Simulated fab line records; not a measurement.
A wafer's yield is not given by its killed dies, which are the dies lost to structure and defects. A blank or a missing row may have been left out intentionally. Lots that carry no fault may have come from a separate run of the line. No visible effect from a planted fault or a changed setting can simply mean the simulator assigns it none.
fab line records ; flow gf180mcu
record lots=11; wafers=33; lastDay=34
route steps=602 shown M2@363 V2@405 M3@410
lots with no fault: from the same line, run without faults
startH: hours from the record's opening day to when the first of the lot's shown wafers began ; waitH: time in hours since the lot's previous step ; " as in the row above ; L1.1+2: a row that stands for several wafers ; - value missing, or start not given ; * or withheld: withheld ; < > ~ a bound
route shown NAME@n: names a module that has steps shown in the file, with the first one's number in the route ; usual: the fault-free wafers' mean and standard deviation ; same: alike in all rows ; chamber/n: place in a boat ; sites: per-site readings ; _std_site: standard deviation across them ; _edge_site: mean of outer sites minus mean of inner sites ; radiusMm: for every site, how far away it sits from the centre of the wafer ; mask NAME#n: copy n ; behind: the tool/chamber that last shaped the wafer ; hold: the reason the lot was held/the length of the hold in hours/how it ended ; device: which transistor (n, p or np) failed to switch ; end of line: tests of these same wafers at the route's end ; for a step that has no rows: nothing shown but its recipe ; killed: not the wafer's yield, but the dies lost to structure and defects at the first sort ; map: per-die view of a wafer (x killed, . not killed, _ where there is no die)
set.NAME: the run value of the setting; set.NAME@STEP: its run value at that earlier step ; model.NAME: the simulator's own value behind a step, which no gauge read
steps of the route over a sample of lots; a table a step, a row a wafer
services: from which hour (startH, from the record's first day; less than 0 if before it) a tool's chamber was out of use, for how many hours, and why
## steps
# step GF_M2_SPUTTER_01
# recipe material=TiN; targetThkNm=30; powerW=6500; timeS=25; chamberPressurePa=0.4
# usual throttleValvePct=29.5/1.4
lot.wafer;tool;chamber;startH;waitH;throttleValvePct
L219.3;pvdSputter-04;-;413.63;0.1;32.4
L219.4;pvdSputter-04;-;413.63;0.1;29.9
L219.5;pvdSputter-04;-;413.63;0.1;29.9
L221.2;pvdSputter-01;-;427.87;0.1;30.2
L221.4;pvdSputter-01;-;427.87;0.1;28.5
L221.5;pvdSputter-01;-;427.87;0.1;28.7
L222.3;pvdSputter-02;-;447.85;0.1;29.7
L222.5;pvdSputter-02;-;447.85;0.1;29.8
L222.6;pvdSputter-02;-;447.85;0.1;28.4
L226.2;pvdSputter-01;-;474.15;0.1;31.2
L226.3;pvdSputter-01;-;474.15;0.1;30.2
L226.6;pvdSputter-01;-;474.15;0.1;28.9
L227.1;pvdSputter-01;-;490.21;0.1;28.9
L227.2;pvdSputter-01;-;490.21;0.1;30.5
L227.6;pvdSputter-01;-;490.21;0.1;28.6
L236.3;pvdSputter-01;-;559.50;0.1;27.4
L236.4;pvdSputter-01;-;559.50;0.1;28.5
L236.6;pvdSputter-01;-;559.50;0.1;27.4
L237.2;pvdSputter-01;-;567.03;0.1;27.4
L237.3;pvdSputter-01;-;567.03;0.1;29.9
L237.6;pvdSputter-01;-;567.03;0.1;27.5
L238.1;pvdSputter-02;-;575.69;0.1;28.3
L238.4;pvdSputter-02;-;575.69;0.1;29.5
L238.6;pvdSputter-02;-;575.69;0.1;28.4
L240.1;pvdSputter-01;-;590.79;0.1;31.4
L240.4;pvdSputter-01;-;590.79;0.1;28.6
L240.6;pvdSputter-01;-;590.79;0.1;30.4
L241.2;pvdSputter-01;-;592.90;0.1;30.3
L241.3;pvdSputter-01;-;592.90;0.1;27.4
L241.5;pvdSputter-01;-;592.90;0.1;31.4
L242.2;pvdSputter-01;-;604.20;0.1;28.4
L242.4;pvdSputter-01;-;604.20;0.1;30.2
L242.6;pvdSputter-01;-;604.20;0.1;28.6
# step GF_M2_STRIP_17
# recipe chemistry=O2/N2; powerW=1400; pressureMtorr=1500; platenTempC=250; o2FlowSccm=3000; n2FlowSccm=300; overashFraction=0.5
# usual drypumpMotorCurrentA=5.6/0.4; heaterPowerW=352/25; oesProductAu=0.558/0.0049; stripTimeToEndpointS=7.88/0.04
lot.wafer;tool;chamber;startH;waitH;drypumpMotorCurrentA;heaterPowerW;oesProductAu;rfHoursCounterH;stripTimeToEndpointS
L219.3;plasmaAsher-02;0;438.34;0.1;6.0;367;0.553;-;7.84
L219.4;plasmaAsher-02;1;438.34;0.1;5.6;328;0.562;-;7.89
L219.5;plasmaAsher-02;1;438.34;0.1;5.6;329;0.551;-;7.90
L221.2;plasmaAsher-04;0;452.51;0.1;4.9;341;0.560;2;7.90
L221.4;plasmaAsher-04;0;452.51;0.1;4.9;330;0.560;-;7.94
L221.5;plasmaAsher-04;1;452.51;0.1;5.8;388;0.560;-;7.91
L222.3;plasmaAsher-04;1;472.50;0.1;5.8;388;0.559;-;7.87
L222.5;plasmaAsher-04;0;472.50;0.1;4.9;334;0.564;-;7.88
L222.6;plasmaAsher-04;1;472.50;0.1;5.8;384;0.556;-;7.92
L226.2;plasmaAsher-04;0;498.45;0.1;4.9;340;0.554;6;7.86
L226.3;plasmaAsher-04;1;498.45;0.1;5.8;375;0.554;-;7.87
L226.6;plasmaAsher-04;1;498.45;0.1;5.8;379;0.552;-;7.79
L227.1;plasmaAsher-02;0;514.65;0.1;6.0;360;0.554;69;7.80
L227.2;plasmaAsher-02;1;514.65;0.1;5.6;330;0.543;69;7.80
L227.6;plasmaAsher-02;1;514.65;0.1;5.6;330;0.562;-;7.84
L236.3;plasmaAsher-02;0;581.69;0.1;6.0;353;0.559;-;7.90
L236.4;plasmaAsher-02;1;581.69;0.1;5.6;327;0.562;-;7.89
L236.6;plasmaAsher-02;0;581.69;0.1;6.0;358;0.556;-;7.93
L237.2;plasmaAsher-02;0;589.20;0.1;5.9;359;0.560;76;7.87
L237.3;plasmaAsher-02;0;589.20;0.1;5.9;365;0.555;-;7.86
L237.6;plasmaAsher-02;0;589.20;0.1;6.0;365;0.562;-;7.94
L238.1;plasmaAsher-04;0;596.90;0.1;4.9;319;0.548;16;7.85
L238.4;plasmaAsher-04;1;596.90;0.1;5.8;398;0.558;-;7.87
L238.6;plasmaAsher-04;1;596.90;0.1;5.8;389;0.547;-;7.80
L240.1;plasmaAsher-04;0;611.60;0.2;4.9;341;0.550;18;7.87
L240.4;plasmaAsher-04;1;611.60;0.2;5.8;391;0.558;-;7.87
L240.6;plasmaAsher-04;0;611.60;0.2;4.9;332;0.555;-;7.87
L241.2;plasmaAsher-04;1;613.69;0.1;5.8;393;0.563;18;7.86
L241.3;plasmaAsher-04;1;613.69;0.1;5.8;384;0.561;-;7.92
L241.5;plasmaAsher-04;1;613.69;0.1;5.8;385;0.553;-;7.87
L242.2;plasmaAsher-01;1;625.32;0.1;5.6;385;0.557;103;7.88
L242.4;plasmaAsher-01;1;625.32;0.1;5.6;392;0.558;-;7.87
L242.6;plasmaAsher-01;0;625.32;0.1;5.8;317;0.562;-;7.88
# step GF_V2_CVD_23
# recipe material=W; targetThkNm=350; timeS=104.94; tempC=400; pressureTorr=40
# usual heaterPowerW=786/81
lot.wafer;tool;chamber;startH;waitH;heaterPowerW
L219.3;cvdW-02;1;464.94;0.1;692
L219.4;cvdW-02;0;464.94;0.1;787
L219.5;cvdW-02;1;464.94;0.1;669
L221.2;cvdW-01;1;478.71;0.0;774
L221.4;cvdW-01;1;478.71;0.0;746
L221.5;cvdW-01;1;478.71;0.0;745
L222.3;cvdW-01;1;497.93;0.1;765
L222.5;cvdW-01;1;497.93;0.1;771
L222.6;cvdW-01;0;497.93;0.1;887
L226.2;cvdW-02;0;524.17;0.0;783
L226.3;cvdW-02;0;524.17;0.0;804
L226.6;cvdW-02;1;524.17;0.0;671
L227.1;cvdW-02;1;539.45;0.0;660
L227.2;cvdW-02;0;539.45;0.0;796
L227.6;cvdW-02;0;539.45;0.0;787
L236.3;cvdW-01;1;604.80;0.1;780
L236.4;cvdW-01;0;604.80;0.1;892
L236.6;cvdW-01;1;604.80;0.1;770
L237.2;cvdW-01;1;612.11;0.0;775
L237.3;cvdW-01;1;612.11;0.0;781
L237.6;cvdW-01;0;612.11;0.0;890
L238.1;cvdW-01;0;619.72;0.0;899
L238.4;cvdW-01;1;619.72;0.0;769
L238.6;cvdW-01;1;619.72;0.0;773
L240.1;cvdW-02;1;634.45;0.0;673
L240.4;cvdW-02;1;634.45;0.0;644
L240.6;cvdW-02;0;634.45;0.0;811
L241.2;cvdW-01;0;636.70;0.0;874
L241.3;cvdW-01;1;636.70;0.0;772
L241.5;cvdW-01;0;636.70;0.0;887
L242.2;cvdW-01;0;648.00;0.0;905
L242.4;cvdW-01;0;648.00;0.0;883
L242.6;cvdW-01;0;648.00;0.0;911
# step GF_V2_RS_MEAS_24
# recipe thkMeasGauge=four-point-probe; reads=W_of_V2_CVD_23+TiN_of_V2_SPUTTER_22+Ti_of_V2_SPUTTER_21
# usual V2_W_RS=0.327/0.0044
lot.wafer;tool;chamber;startH;waitH;V2_W_RS[ohm/sq]
L219.3;filmMetro-02;-;465.05;0.1;0.332
L219.4;filmMetro-02;-;465.05;0.1;0.333
L219.5;filmMetro-02;-;465.05;0.1;0.332
L221.2;filmMetro-04;-;478.84;0.1;0.331
L221.4;filmMetro-04;-;478.84;0.1;0.327
L221.5;filmMetro-04;-;478.84;0.1;0.334
L222.3;filmMetro-04;-;498.05;0.1;0.325
L222.5;filmMetro-04;-;498.05;0.1;0.327
L222.6;filmMetro-04;-;498.05;0.1;0.317
L226.2;filmMetro-02;-;524.31;0.1;0.329
L226.3;filmMetro-02;-;524.31;0.1;0.449
L226.6;filmMetro-02;-;524.31;0.1;0.427
L227.1;filmMetro-02;-;539.56;0.1;0.322
L227.2;filmMetro-02;-;539.56;0.1;0.325
L227.6;filmMetro-02;-;539.56;0.1;0.433
L236.3;filmMetro-03;-;604.92;0.1;0.329
L236.4;filmMetro-03;-;604.92;0.1;0.326
L236.6;filmMetro-03;-;604.92;0.1;0.322
L237.2;filmMetro-04;-;612.24;0.1;0.333
L237.3;filmMetro-04;-;612.24;0.1;0.334
L237.6;filmMetro-04;-;612.24;0.1;0.327
L238.1;filmMetro-04;-;619.84;0.1;0.322
L238.4;filmMetro-04;-;619.84;0.1;0.326
L238.6;filmMetro-04;-;619.84;0.1;0.326
L240.1;filmMetro-02;-;634.57;0.1;0.331
L240.4;filmMetro-02;-;634.57;0.1;0.330
L240.6;filmMetro-02;-;634.57;0.1;0.333
L241.2;filmMetro-03;-;636.83;0.1;0.324
L241.3;filmMetro-03;-;636.83;0.1;0.327
L241.5;filmMetro-03;-;636.83;0.1;0.321
L242.2;filmMetro-02;-;648.13;0.1;0.323
L242.4;filmMetro-02;-;648.13;0.1;0.325
L242.6;filmMetro-02;-;648.13;0.1;0.329
# step GF_V2_THK_MEAS_25
# recipe thkMeasGauge=xrf; reads=W_of_V2_CVD_23
# usual V2_W_THK=356/6.3
lot.wafer;tool;chamber;startH;waitH;V2_W_THK[nm]
L219.3;filmMetro-02;-;465.15;0.1;347
L219.4;filmMetro-02;-;465.15;0.1;347
L219.5;filmMetro-02;-;465.15;0.1;348
L221.2;filmMetro-04;-;478.95;0.1;351
L221.4;filmMetro-04;-;478.95;0.1;354
L221.5;filmMetro-04;-;478.95;0.1;348
L222.3;filmMetro-04;-;498.15;0.1;360
L222.5;filmMetro-04;-;498.15;0.1;362
L222.6;filmMetro-04;-;498.15;0.1;370
L226.2;filmMetro-02;-;524.42;0.1;349
L226.3;filmMetro-02;-;524.42;0.1;258
L226.6;filmMetro-02;-;524.42;0.1;270
L227.1;filmMetro-02;-;539.68;0.1;364
L227.2;filmMetro-02;-;539.68;0.1;361
L227.6;filmMetro-02;-;539.68;0.1;271
L236.3;filmMetro-03;-;605.02;0.1;353
L236.4;filmMetro-03;-;605.02;0.1;357
L236.6;filmMetro-03;-;605.02;0.1;363
L237.2;filmMetro-04;-;612.35;0.1;348
L237.3;filmMetro-04;-;612.35;0.1;347
L237.6;filmMetro-04;-;612.35;0.1;355
L238.1;filmMetro-04;-;619.96;0.1;361
L238.4;filmMetro-04;-;619.96;0.1;356
L238.6;filmMetro-04;-;619.96;0.1;354
L240.1;filmMetro-02;-;634.69;0.1;350
L240.4;filmMetro-02;-;634.69;0.1;349
L240.6;filmMetro-02;-;634.69;0.1;347
L241.2;filmMetro-03;-;636.94;0.1;363
L241.3;filmMetro-03;-;636.94;0.1;359
L241.5;filmMetro-03;-;636.94;0.1;366
L242.2;filmMetro-02;-;648.24;0.1;357
L242.4;filmMetro-02;-;648.24;0.1;355
L242.6;filmMetro-02;-;648.24;0.1;351
# step GF_V2_CMP_26
# recipe stopOn=SiO2; downForcePsi=3.5; platenRpm=60; tOverpolishS=15; targetThkNm=0; padVelocityMS=0.94248
# usual motorCurrentA=11.0/1.3; slurryFlowMlMin=150.0/0.47; timeToEndpointS=85/4.3
lot.wafer;tool;chamber;startH;waitH;motorCurrentA;slurryFlowMlMin;timeToEndpointS
L219.4;cmp-02;0;465.19;0.0;10.0;149.3;80
L219.3;cmp-02;3;465.19;0.0;14.0;149.6;85
L219.5;cmp-02;1;465.19;0.0;12.6;149.4;81
L221.2;cmp-01;3;479.05;0.1;11.4;150.9;88
L221.4;cmp-01;0;479.05;0.1;9.5;149.2;84
L221.5;cmp-01;3;479.05;0.1;11.7;149.9;89
L222.3;cmp-01;1;498.19;0.0;10.9;150.5;81
L222.5;cmp-01;1;498.19;0.0;10.8;150.3;80
L222.6;cmp-01;2;498.19;0.0;10.4;150.8;81
L226.3;cmp-01;1;524.52;0.1;11.2;150.3;70
L226.2;cmp-01;2;524.52;0.1;10.4;150.8;92
L226.6;cmp-01;1;524.52;0.1;10.7;150.3;71
L227.1;cmp-02;1;539.84;0.1;12.6;150.1;82
L227.2;cmp-02;2;539.84;0.1;10.8;150.0;85
L227.6;cmp-02;0;539.84;0.1;9.5;150.3;63
L236.4;cmp-01;1;605.11;0.1;10.9;150.5;84
L236.3;cmp-01;3;605.11;0.1;11.7;149.7;87
L236.6;cmp-01;1;605.11;0.1;11.4;150.1;88
L237.3;cmp-01;0;612.52;0.1;9.6;150.1;85
L237.2;cmp-01;3;612.52;0.1;10.8;151.0;93
L237.6;cmp-01;0;612.52;0.1;9.9;149.6;87
L238.4;cmp-01;0;620.07;0.1;9.7;149.5;85
L238.1;cmp-01;2;620.07;0.1;10.2;150.4;83
L238.6;cmp-01;3;620.07;0.1;11.8;150.9;86
L240.4;cmp-01;1;634.75;0.0;11.1;150.1;87
L240.1;cmp-01;2;634.75;0.0;10.4;149.9;81
L240.6;cmp-01;2;634.75;0.0;10.9;150.7;84
L241.3;cmp-01;2;637.09;0.1;10.1;149.6;88
L241.2;cmp-01;3;637.09;0.1;11.7;150.0;95
L241.5;cmp-01;0;637.09;0.1;9.3;149.7;87
L242.2;cmp-02;0;648.29;0.0;9.4;150.0;78
L242.4;cmp-02;1;648.29;0.0;12.4;150.5;82
L242.6;cmp-02;0;648.29;0.0;9.3;150.2;79
# step GF_M3_SPUTTER_01
# recipe material=TiN; targetThkNm=30; powerW=6500; timeS=25; chamberPressurePa=0.4
# usual throttleValvePct=29.4/1.1
lot.wafer;tool;chamber;startH;waitH;throttleValvePct
L219.3;pvdSputter-01;-;465.59;0.1;30.5
L219.4;pvdSputter-01;-;465.59;0.1;27.4
L219.5;pvdSputter-01;-;465.59;0.1;31.6
L221.2;pvdSputter-01;-;479.40;0.1;31.5
L221.4;pvdSputter-01;-;479.40;0.1;30.1
L221.5;pvdSputter-01;-;479.40;0.1;27.5
L222.3;pvdSputter-03;-;498.59;0.1;30.1
L222.5;pvdSputter-03;-;498.59;0.1;30.3
L222.6;pvdSputter-03;-;498.59;0.1;30.1
L226.2;pvdSputter-03;-;524.87;0.1;30.4
L226.3;pvdSputter-03;-;524.87;0.1;29.6
L226.6;pvdSputter-03;-;524.87;0.1;30.1
L227.1;pvdSputter-02;-;540.14;0.1;29.5
L227.2;pvdSputter-02;-;540.14;0.1;29.5
L227.6;pvdSputter-02;-;540.14;0.1;28.4
L236.3;pvdSputter-03;-;605.46;0.1;30.1
L236.4;pvdSputter-03;-;605.46;0.1;29.9
L236.6;pvdSputter-03;-;605.46;0.1;30.2
L237.2;pvdSputter-02;-;612.92;0.1;28.5
L237.3;pvdSputter-02;-;612.92;0.1;28.4
L237.6;pvdSputter-02;-;612.92;0.1;29.7
L238.1;pvdSputter-02;-;620.42;0.1;29.6
L238.4;pvdSputter-02;-;620.42;0.1;28.5
L238.6;pvdSputter-02;-;620.42;0.1;29.5
L240.1;pvdSputter-01;-;635.15;0.1;27.5
L240.4;pvdSputter-01;-;635.15;0.1;28.7
L240.6;pvdSputter-01;-;635.15;0.1;30.4
L241.2;pvdSputter-01;-;637.39;0.1;28.5
L241.3;pvdSputter-01;-;637.39;0.1;30.2
L241.5;pvdSputter-01;-;637.39;0.1;31.6
L242.2;pvdSputter-03;-;648.69;0.1;29.9
L242.4;pvdSputter-03;-;648.69;0.1;28.2
L242.6;pvdSputter-03;-;648.69;0.1;29.9
## services
tool;chamber;startH;hours;kind
cvdW-01;-;390.00;14.0;pm
plasmaAsher-02;-;394.25;13.7;repair
plasmaAsher-04;-;402.37;1.8;repair
cvdW-02;1;413.52;5.6;repair
cmp-01;-;416.40;1.7;repair
plasmaAsher-04;-;421.25;9.0;pm
plasmaAsher-04;-;445.69;0.6;repair
pvdSputter-02;-;451.25;1.8;repair
cmp-01;-;452.94;0.5;repair
cmp-01;-;459.04;1.5;repair
pvdSputter-03;-;464.14;6.3;repair
cmp-01;-;473.36;1.0;repair
plasmaAsher-04;-;481.91;2.0;repair
cvdW-01;-;498.70;0.9;repair
cmp-01;-;504.08;1.3;repair
plasmaAsher-02;-;523.99;2.3;repair
cvdW-01;-;531.90;1.5;repair
cmp-01;-;551.52;0.3;repair
plasmaAsher-04;-;558.31;7.0;repair
pvdSputter-02;-;562.65;1.2;repair
cvdW-01;0;566.76;4.5;repair
pvdSputter-02;-;567.83;1.2;repair
cmp-01;-;572.10;4.0;pm
plasmaAsher-04;-;583.52;1.2;repair
## key
firstSign step=GF_V2_RS_MEAS_24; reading=V2_W_RS; direction=up; sigmas=25; usual=0.327; struck=0.436
effect step=GF_V2_THK_MEAS_25; reading=V2_W_THK; direction=down; sigmas=14; usual=356; struck=266
effect step=GF_V2_CMP_26; reading=timeToEndpointS; direction=down; sigmas=3.9; usual=*; struck=*
metAt GF_V2_CVD_23
struckLots L226,L227
struckWafers L226.3,L226.6,L227.6
notActingAt GF_M2_SPUTTER_01,GF_M2_STRIP_17,GF_M3_SPUTTER_01
onsetBetween 464.94 524.17
fault kind=processParameterDrift; tool=cvdW-02; chamber=-; onsetH=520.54; steps=GF_V2_CVD_23; channel=targetThkNm; offset=-88.81; shape=step; endH=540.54; scope=struckWafersOnly; actsIn=theseRecipesOnly; stated=350
